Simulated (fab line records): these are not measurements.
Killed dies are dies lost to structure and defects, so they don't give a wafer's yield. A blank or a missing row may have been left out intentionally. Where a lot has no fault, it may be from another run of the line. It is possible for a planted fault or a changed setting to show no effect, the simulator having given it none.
Which tool is to blame? || flow gf180mcu || 41 wafers from 14 lots sampled at 6 of the route's 602 steps

WHAT THE GAUGES SHOWED, per wafer
GF_NSD_CD_MEAS_07: the cd target is 400 nm.
{"lot": "L973", "measured": "day 13 13:07", "on": "cd-sem-01", "cd-nm (nm)": "400.0 402.2 401.0"}
{"lot": "L974", "measured": "day 14 01:03", "on": "cd-sem-02", "cd-nm (nm)": "402.3 400.2 401.9"}
{"lot": "L975", "measured": "day 14 13:39", "on": "cd-sem-01", "cd-nm (nm)": "404.4 404.0 400.7"}
{"lot": "L976", "measured": "day 15 00:53", "on": "cd-sem-02", "cd-nm (nm)": "- - -"}
{"lot": "L977", "measured": "day 15 01:36", "on": "cd-sem-01", "cd-nm (nm)": "- - -"}
{"lot": "L978", "measured": "day 15 06:24", "on": "cd-sem-01", "cd-nm (nm)": "- - -"}
{"lot": "L985", "measured": "day 17 17:51", "on": "cd-sem-01", "cd-nm (nm)": "402.4 400.3 400.8"}
{"lot": "L986", "measured": "day 17 19:02", "on": "cd-sem-02", "cd-nm (nm)": "396.8 398.3 398.4"}
{"lot": "L990", "measured": "day 19 07:54", "on": "cd-sem-01", "cd-nm (nm)": "400.0 396.9 397.4"}
{"lot": "L991", "measured": "day 19 11:27", "on": "cd-sem-01", "cd-nm (nm)": "398.7 397.7 398.2"}
{"lot": "L993", "measured": "day 20 05:24", "on": "cd-sem-01", "cd-nm (nm)": "401.8 402.2 399.8"}
{"lot": "L994", "measured": "day 20 08:49", "on": "cd-sem-02", "cd-nm (nm)": "400.9 400.0 400.2"}
{"lot": "L995", "measured": "day 20 15:41", "on": "cd-sem-02", "cd-nm (nm)": "400.7 399.3"}
{"lot": "L996", "measured": "day 20 17:23", "on": "cd-sem-02", "cd-nm (nm)": "400.1 400.1 397.7"}

GF_PSD_TW_MEAS_11.
{"lot": "L973", "measured": "day 14 10:37", "on": "film-metro-02", "PSD_TW": "3151 3153 3162"}
{"lot": "L974", "measured": "day 14 23:37", "on": "film-metro-04", "PSD_TW": "3184 3197 3192"}
{"lot": "L975", "measured": "day 15 12:02", "on": "film-metro-03", "PSD_TW": "3212 3223 3211"}
{"lot": "L976", "measured": "day 15 22:47", "on": "film-metro-03", "PSD_TW": "4287 4251 4274"}
{"lot": "L977", "measured": "day 16 00:07", "on": "film-metro-03", "PSD_TW": "4287 4309 4298"}
{"lot": "L978", "measured": "day 16 04:20", "on": "film-metro-03", "PSD_TW": "4331 4300 4317"}
{"lot": "L985", "measured": "day 18 17:17", "on": "film-metro-03", "PSD_TW": "3259 3234 3238"}
{"lot": "L986", "measured": "day 18 19:32", "on": "film-metro-02", "PSD_TW": "3147 3154 3130"}
{"lot": "L990", "measured": "day 20 08:53", "on": "film-metro-04", "PSD_TW": "3175 3173 3174"}
{"lot": "L991", "measured": "day 20 12:15", "on": "film-metro-03", "PSD_TW": "3207 3220 3208"}
{"lot": "L993", "measured": "day 21 06:38", "on": "film-metro-03", "PSD_TW": "3267 3247 3248"}
{"lot": "L994", "measured": "day 21 08:52", "on": "film-metro-04", "PSD_TW": "3161 3185 3189"}
{"lot": "L995", "measured": "day 21 15:08", "on": "film-metro-02", "PSD_TW": "3131 3141"}
{"lot": "L996", "measured": "day 21 17:50", "on": "film-metro-03", "PSD_TW": "3255 3244 3259"}

GF_V1_OVL_MEAS_15.
{"lot": "L973", "measured": "day 18 09:44", "on": "overlay-01", "V1_OVL (nm)": "6 9 14"}
{"lot": "L974", "measured": "day 18 23:25", "on": "overlay-01", "V1_OVL (nm)": "10 4 5"}
{"lot": "L975", "measured": "day 19 11:46", "on": "overlay-02", "V1_OVL (nm)": "1 -2 3"}
{"lot": "L976", "measured": "day 20 01:04", "on": "overlay-02", "V1_OVL (nm)": "8 0 9"}
{"lot": "L977", "measured": "day 20 02:54", "on": "overlay-02", "V1_OVL (nm)": "3 -4 -5"}
{"lot": "L978", "measured": "day 20 06:49", "on": "overlay-01", "V1_OVL (nm)": "5 -6 -5"}
{"lot": "L985", "measured": "day 22 21:15", "on": "overlay-01", "V1_OVL (nm)": "3 3 8"}
{"lot": "L986", "measured": "day 23 00:13", "on": "overlay-01", "V1_OVL (nm)": "5 11 6"}
{"lot": "L990", "measured": "day 24 10:57", "on": "overlay-02", "V1_OVL (nm)": "6 5 6"}
{"lot": "L991", "measured": "day 24 12:28", "on": "overlay-02", "V1_OVL (nm)": "0 1 -2"}
{"lot": "L993", "measured": "day 25 06:27", "on": "overlay-02", "V1_OVL (nm)": "-1 -2 2"}
{"lot": "L994", "measured": "day 25 08:23", "on": "overlay-01", "V1_OVL (nm)": "2 -1 5"}
{"lot": "L995", "measured": "day 25 13:04", "on": "overlay-02", "V1_OVL (nm)": "3 0"}
{"lot": "L996", "measured": "day 25 14:40", "on": "overlay-01", "V1_OVL (nm)": "-1 3 11"}

GF_M2_OVL_MEAS_15.
{"lot": "L973", "measured": "day 19 11:19", "on": "overlay-02", "M2_OVL (nm)": "0 6 -9"}
{"lot": "L974", "measured": "day 20 01:25", "on": "overlay-01", "M2_OVL (nm)": "5 6 7"}
{"lot": "L975", "measured": "day 20 13:31", "on": "overlay-02", "M2_OVL (nm)": "2 -3 -4"}
{"lot": "L976", "measured": "day 21 02:33", "on": "overlay-01", "M2_OVL (nm)": "-1 -2 -2"}
{"lot": "L977", "measured": "day 21 04:13", "on": "overlay-02", "M2_OVL (nm)": "-2 -1 -5"}
{"lot": "L978", "measured": "day 21 08:42", "on": "overlay-02", "M2_OVL (nm)": "-9 -7 -2"}
{"lot": "L985", "measured": "day 23 21:27", "on": "overlay-02", "M2_OVL (nm)": "1 5 -6"}
{"lot": "L986", "measured": "day 24 00:17", "on": "overlay-02", "M2_OVL (nm)": "2 2 0"}
{"lot": "L990", "measured": "day 25 09:55", "on": "overlay-01", "M2_OVL (nm)": "-6 0 0"}
{"lot": "L991", "measured": "day 25 11:45", "on": "overlay-02", "M2_OVL (nm)": "-6 -4 -1"}
{"lot": "L993", "measured": "day 26 06:46", "on": "overlay-01", "M2_OVL (nm)": "-5 -10 -3"}
{"lot": "L994", "measured": "day 26 08:02", "on": "overlay-02", "M2_OVL (nm)": "3 -12 1"}
{"lot": "L995", "measured": "day 26 11:42", "on": "overlay-02", "M2_OVL (nm)": "4 -5"}
{"lot": "L996", "measured": "day 26 12:50", "on": "overlay-02", "M2_OVL (nm)": "3 2 2"}

GF_V2_THK_MEAS_25: measures by xrf.
{"lot": "L973", "measured": "day 20 13:39", "on": "film-metro-04", "V2_W_THK (nm)": "349 349 355"}
{"lot": "L974", "measured": "day 21 03:17", "on": "film-metro-01", "V2_W_THK (nm)": "344 359 364"}
{"lot": "L975", "measured": "day 21 15:23", "on": "film-metro-04", "V2_W_THK (nm)": "360 354 347"}
{"lot": "L976", "measured": "day 22 04:40", "on": "film-metro-02", "V2_W_THK (nm)": "348 349 364"}
{"lot": "L977", "measured": "day 22 06:32", "on": "film-metro-01", "V2_W_THK (nm)": "351 349 345"}
{"lot": "L978", "measured": "day 22 10:32", "on": "film-metro-04", "V2_W_THK (nm)": "352 358 365"}
{"lot": "L985", "measured": "day 24 21:58", "on": "film-metro-02", "V2_W_THK (nm)": "356 356 362"}
{"lot": "L986", "measured": "day 25 00:28", "on": "film-metro-01", "V2_W_THK (nm)": "352 339 351"}
{"lot": "L990", "measured": "day 26 10:57", "on": "film-metro-04", "V2_W_THK (nm)": "373 367 362"}
{"lot": "L991", "measured": "day 26 12:23", "on": "film-metro-01", "V2_W_THK (nm)": "348 351 357"}
{"lot": "L993", "measured": "day 27 06:11", "on": "film-metro-02", "V2_W_THK (nm)": "356 361 362"}
{"lot": "L994", "measured": "day 27 06:33", "on": "film-metro-04", "V2_W_THK (nm)": "350 359 368"}
{"lot": "L995", "measured": "day 27 09:58", "on": "film-metro-02", "V2_W_THK (nm)": "361 362"}
{"lot": "L996", "measured": "day 27 11:36", "on": "film-metro-02", "V2_W_THK (nm)": "357 361 362"}

EACH LOT AND THE TOOL THAT RAN IT (in order: tool; ch and the chambers of the sampled wafers; start)
{"lot": "L973", "GF_NSD_COAT_02": "litho-track-04 ch 0, day 13 02:50"}
{"lot": "L974", "GF_NSD_COAT_02": "litho-track-03 ch 0, day 13 14:54"}
{"lot": "L975", "GF_NSD_COAT_02": "litho-track-04 ch 0, day 14 02:56"}
{"lot": "L976", "GF_NSD_COAT_02": "litho-track-03, day 14 13:57"}
{"lot": "L977", "GF_NSD_COAT_02": "litho-track-03, day 14 14:33"}
{"lot": "L978", "GF_NSD_COAT_02": "litho-track-04, day 14 19:26"}
{"lot": "L985", "GF_NSD_COAT_02": "litho-track-04 ch 0, day 17 06:05"}
{"lot": "L986", "GF_NSD_COAT_02": "litho-track-04 ch 0, day 17 07:22"}
{"lot": "L990", "GF_NSD_COAT_02": "litho-track-04 ch 0, day 18 19:47"}
{"lot": "L991", "GF_NSD_COAT_02": "litho-track-04 ch 0, day 18 23:16"}
{"lot": "L993", "GF_NSD_COAT_02": "litho-track-01 ch 0, day 19 17:53"}
{"lot": "L994", "GF_NSD_COAT_02": "litho-track-04 ch 0, day 19 20:47"}
{"lot": "L995", "GF_NSD_COAT_02": "litho-track-04 ch 0, day 20 03:11"}
{"lot": "L996", "GF_NSD_COAT_02": "litho-track-04 ch 0, day 20 05:10"}
- GF_NSD_COAT_02: resist thk 1000 nm.

WHAT THE TOOLS THEMSELVES READ (means of the sampled wafers that have a number; where no wafer has one, the mark that the record gives instead)
GF_NSD_COAT_02.
{"lot": "L973", "tool": "litho-track-04", "chill-plate-temp-C (C)": 22.94, "dispense-pressure-kPa (kPa)": 51.8}
{"lot": "L974", "tool": "litho-track-03", "chill-plate-temp-C (C)": 22.94, "dispense-pressure-kPa (kPa)": 49.6}
{"lot": "L975", "tool": "litho-track-04", "chill-plate-temp-C (C)": 22.99, "dispense-pressure-kPa (kPa)": 51.9}
{"lot": "L976", "tool": "litho-track-03", "chill-plate-temp-C (C)": "-", "dispense-pressure-kPa (kPa)": "-"}
{"lot": "L977", "tool": "litho-track-03", "chill-plate-temp-C (C)": "-", "dispense-pressure-kPa (kPa)": "-"}
{"lot": "L978", "tool": "litho-track-04", "chill-plate-temp-C (C)": "-", "dispense-pressure-kPa (kPa)": "-"}
{"lot": "L985", "tool": "litho-track-04", "chill-plate-temp-C (C)": 22.99, "dispense-pressure-kPa (kPa)": 51.8}
{"lot": "L986", "tool": "litho-track-04", "chill-plate-temp-C (C)": 23.01, "dispense-pressure-kPa (kPa)": 51.8}
{"lot": "L990", "tool": "litho-track-04", "chill-plate-temp-C (C)": 22.90, "dispense-pressure-kPa (kPa)": 51.9}
{"lot": "L991", "tool": "litho-track-04", "chill-plate-temp-C (C)": 22.98, "dispense-pressure-kPa (kPa)": 51.8}
{"lot": "L993", "tool": "litho-track-01", "chill-plate-temp-C (C)": 23.00, "dispense-pressure-kPa (kPa)": 52.5}
{"lot": "L994", "tool": "litho-track-04", "chill-plate-temp-C (C)": 22.91, "dispense-pressure-kPa (kPa)": 51.9}
{"lot": "L995", "tool": "litho-track-04", "chill-plate-temp-C (C)": 22.92, "dispense-pressure-kPa (kPa)": 51.9}
{"lot": "L996", "tool": "litho-track-04", "chill-plate-temp-C (C)": 23.02, "dispense-pressure-kPa (kPa)": 51.8}

THE ANSWER, worked out from the rows above alone
Rule: the lots themselves supply what counts as usual. Put in order of their means at a reading, lots are off if they are a third of the lots or fewer, leave a main group of 4 or more, and stand apart from it by a gap of 3 or more times the standard deviation of the main group's means; of several such gaps the widest counts. A main group is skipped when, at the precision printed for the reading in the tables above, its means are all equal. A lot without any number at a reading at which 4 lots or more have one is off too. Where the step has rows for the other lots, those lots are counted as sound. After the gauges, taken in route order, come the tools' own readings; for these a lot's mean is taken, as printed above. The first step at which some lot is off is used, and at that step the reading that is off furthest; a lot without a number counts as furthest.
Off, at GF_NSD_CD_MEAS_07 on cd-nm: L976, L977, L978. Without a number there: L976, L977, L978. The main group: mean 400.2 nm, standard deviation 1.6.
A tool fits if, at a process step before that reading, it ran every lot that is off, and no sound lot after the first of them. Not tried: the gauges at GF_NSD_CD_MEAS_07; whatever is off there is also off at GF_PSD_TW_MEAS_11, on other tools, and gauge error can't account for it. No candidate that was tried fits.

WHAT HAD BEEN PUT IN BY THE SIMULATOR
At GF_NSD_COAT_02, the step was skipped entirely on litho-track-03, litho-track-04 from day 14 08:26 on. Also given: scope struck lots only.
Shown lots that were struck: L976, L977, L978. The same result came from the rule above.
